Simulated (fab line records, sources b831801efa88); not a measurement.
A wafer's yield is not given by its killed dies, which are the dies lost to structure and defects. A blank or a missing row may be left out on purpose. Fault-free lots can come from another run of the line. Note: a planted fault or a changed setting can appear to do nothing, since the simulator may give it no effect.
A lot that was struck, set against a sound lot :: flow sky130 :: 37 out of 708 route steps
Sound: wafers L432.2, L432.4, L432.6. Struck: wafers L423.2, L423.4, L423.5. The cause is given at the end.
For every step that has rows: the tool of each side, followed by ch and its chambers, followed by its first start. Under that, the readings that differ: sound wafers :: struck wafers :: difference of the means :: sigmas: that difference in standard deviations of wafers without a fault.
alike: readings whose means differ by less than 2 such deviations, and words and numbers that are the same on both sides. not compared: withheld readings, readings that some wafer has no value for, bounds like >300 that may hide the same value, and numbers for which the record gives no deviation and whose values overlap.
The two part at a step that has a row with sigmas, a row that says differs or no value, or rows on one side only. When numbers do not overlap yet have no deviation, they are printed without sigmas and do not part them. A reading missing from all wafers of one side parts the sides only when that side holds two or more wafers.

first, 10 steps without rows for these wafers: SKY_LDD_LDN_SOFTBAKE_03 (time 60 s); SKY_LDD_LDN_EXPOSE_04 (exposes mask LDNTM, target cd 700 nm); SKY_LDD_LDN_PEB_05; SKY_LDD_LDN_DEVELOP_06 (develop time 59.24 s); SKY_LDD_LDN_IMPLANT_08; SKY_LDD_LDN_IMPLANT_09; SKY_LDD_LDN_IMPLANT_10; SKY_LDD_LDN_IMPLANT_11; SKY_LDD_LDN_STRIP_12 (strips in O2/N2); SKY_LDD_LDN_CLEAN_14 (cleans in SC1/SC2, time 150 s).
SKY_SPACER_CVD_00: deposits Si3N4 from DCS/NH3, target thk 43.1 nm, time 740 s.
  sound on lpcvd-02 ch 0, day 30 02:02; struck on lpcvd-02 ch 0, day 27 09:10
reading: spike-tc-bottom-C (C)
sound: 790.1 789.4 790.2
struck: 771.7 771.9 771.6
difference: -18.2
sigmas: -17

reading: spike-tc-centre-C (C)
sound: 770.9 770.1 769.7
struck: 750.1 748.8 752.0
difference: -19.9
sigmas: -18

reading: spike-tc-lower-C (C)
sound: 770.4 768.0 771.7
struck: 750.6 749.2 749.0
difference: -20.4
sigmas: -17

reading: spike-tc-top-C (C)
sound: 786.7 788.5 788.9
struck: 766.9 766.5 767.7
difference: -21.0
sigmas: -12

reading: spike-tc-upper-C (C)
sound: 770.8 768.7 770.0
struck: 749.7 750.5 751.6
difference: -19.2
sigmas: -17

reading: susceptor-temp-C (C)
sound: 770.4 770.4 770.4
struck: 749.5 749.6 749.6
difference: -20.8
sigmas: -58

reading: zone-power-top-pct (%)
sound: 26.8 26.5 26.6
struck: 25.6 25.7 25.5
difference: -1.0
sigmas: -3

reading: model.Si3N4_of_SPACER_CVD_00.thk-nm (nm)
sound: 43.03 42.57 42.56
struck: 28.78 28.79 29.05
difference: -13.85
sigmas: 
  alike: zone-power-bottom-pct
SKY_SPACER_THK_MEAS_01:
  sound on film-metro-04, day 30 03:52; struck on film-metro-04, day 27 10:23
reading: SPACER_CVD_00_THK (nm)
sound: 43.0 42.5 42.6
struck: 28.8 28.8 29.0
difference: -13.8
sigmas: -37
SKY_SPACER_ETCHBACK_02: etches Si3N4 in CH3F/O2, stops on SiO2, time 46.7 s, target depth 45 nm.
  sound on rie-diel-04 ch 0,1, day 30 03:55; struck on rie-diel-04 ch 1,2, day 27 10:26
reading: oes-product-au (a.u.)
sound: 0.854 0.850 0.845
struck: 0.691 0.697 0.696
difference: -0.155
sigmas: -22

reading: throttle-valve-pct (%)
sound: 10.561 10.571 10.552
struck: 10.538 10.535 10.538
difference: -0.024
sigmas: -3

reading: model.etch.depth-nm (nm)
sound: 43.03 42.57 42.56
struck: 28.78 28.79 29.05
difference: -13.85
sigmas: 
  alike: O2_flow_sccm, ch3f-flow-sccm, drypump-motor-current-A
  not compared: rf-hours-counter-h
then, 22 steps without rows for these wafers: SKY_POLY_CUT_DEHYDRATE_00 (time 60 s); SKY_POLY_CUT_HMDS_01 (prime time 60 s); SKY_POLY_CUT_COAT_02 (resist thk 60 nm); SKY_POLY_CUT_COAT_03 (resist thk 450 nm); SKY_POLY_CUT_SOFTBAKE_04 (time 90 s); SKY_POLY_CUT_EXPOSE_05 (exposes mask NPCM, target cd 270 nm); SKY_POLY_CUT_PEB_06; SKY_POLY_CUT_DEVELOP_07 (develop time 60 s); SKY_POLY_CUT_ETCH_10 (etches BARC in N2/H2, stops on SiO2, time 45.9 s, target depth 60 nm); SKY_POLY_CUT_ETCH_11 (etches Si3N4 in CF4/CH2F2/Ar, stops on poly-Si, time 42.5 s, target depth 60 nm); SKY_POLY_CUT_STRIP_12 (strips in O2/N2); SKY_SD_P_DEHYDRATE_00 (time 60 s); SKY_SD_P_HMDS_01 (prime time 60 s); SKY_SD_P_COAT_02 (resist thk 1140 nm); SKY_SD_P_SOFTBAKE_03 (time 60 s); SKY_SD_P_EXPOSE_04 (exposes mask PSDM, target cd 380 nm); SKY_SD_P_PEB_05; SKY_SD_P_DEVELOP_06 (develop time 60 s); SKY_SD_P_IMPLANT_09; SKY_SD_P_STRIP_10 (strips in O2/N2); SKY_RES_XHIGH_DEHYDRATE_00 (time 60 s); SKY_RES_XHIGH_HMDS_01 (prime time 60 s).
-- the record jumps here: 5 days lie between the struck wafers' starts before and after (it left off in module RES_XHIGH and takes up again in module SALICIDE, whose first step shown is number 361 of the route) --
SKY_SALICIDE_CLEAN_00: cleans in HF-last, time 30 s.
  sound on wet-bench-01 ch 0, day 34 19:42; struck on wet-bench-03 ch 3, day 32 02:43
reading: model.Si3N4_of_SPACER_CVD_00.thk-nm (nm)
sound: 42.05 41.59 41.57
struck: 27.8 27.81 28.08
difference: -13.8
sigmas: 
-- the record jumps here: 17 days lie between the struck wafers' starts before and after (it left off in module SALICIDE and takes up again in module PAD_OPEN, whose first step shown is number 708 of the route) --
SKY_PAD_OPEN_PROBE_99:
  sound on prober-01, day 50 16:23; struck on prober-02, day 48 19:43
reading: killed-at-front-end
sound: 17 25 20
struck: 8 14 12
difference: -9
sigmas: -2

reading: model.etest.pfet_01v8.r-on-ohm-um
sound: 2964 2831 2931
struck: 2526 2532 2563
difference: -368
sigmas: 

reading: model.etest.pfet-g5v0d10v5.r-on-ohm-um
sound: 4831 4700 4805
struck: 4686 4679 4676
difference: -98
sigmas: 

reading: model.etest.nfet-g5v0d10v5.r-on-ohm-um
sound: 1926 1894 1920
struck: 1804 1806 1801
difference: -110
sigmas: 

reading: model.etest.sonos-uncharged.r-on-ohm-um
sound: 798.2 784.9 797.2
struck: 725.5 725.7 741
difference: -62.7
sigmas: 

reading: model.etest.res-pdiff.line-ohm-um
sound: 1362 1347 1333
struck: 1279 1259 1256
difference: -83
sigmas: 

reading: model.etest.pfet_01v8.drive-ua-um
sound: 186.6 196.6 187.7
struck: 224.9 226.2 225.3
difference: +35.2
sigmas: 

reading: model.etest.nfet_01v8_lvt.drive-ua-um
sound: 534.2 546.5 545.8
struck: 566 574.6 564.1
difference: +26
sigmas: 

reading: model.etest.sram-nfet-pass.drive-ua-um
sound: 451.7 467.6 469.8
struck: 494.2 507 471.5
difference: +27.9
sigmas: 
  alike: killed_at_M0_to_M3, killed_at_M4_up, killed-at-contacts, killed-at-other, killed-dies, killed-on-rim, killed-open, killed-short

## WHERE THEY PART
At SKY_SPACER_CVD_00 first; at SKY_PAD_OPEN_PROBE_99 last (within this record only).

WHY: whatever the simulator had introduced
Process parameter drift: lpcvd-02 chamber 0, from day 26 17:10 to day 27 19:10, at SKY_SPACER_CVD_00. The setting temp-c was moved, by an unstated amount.
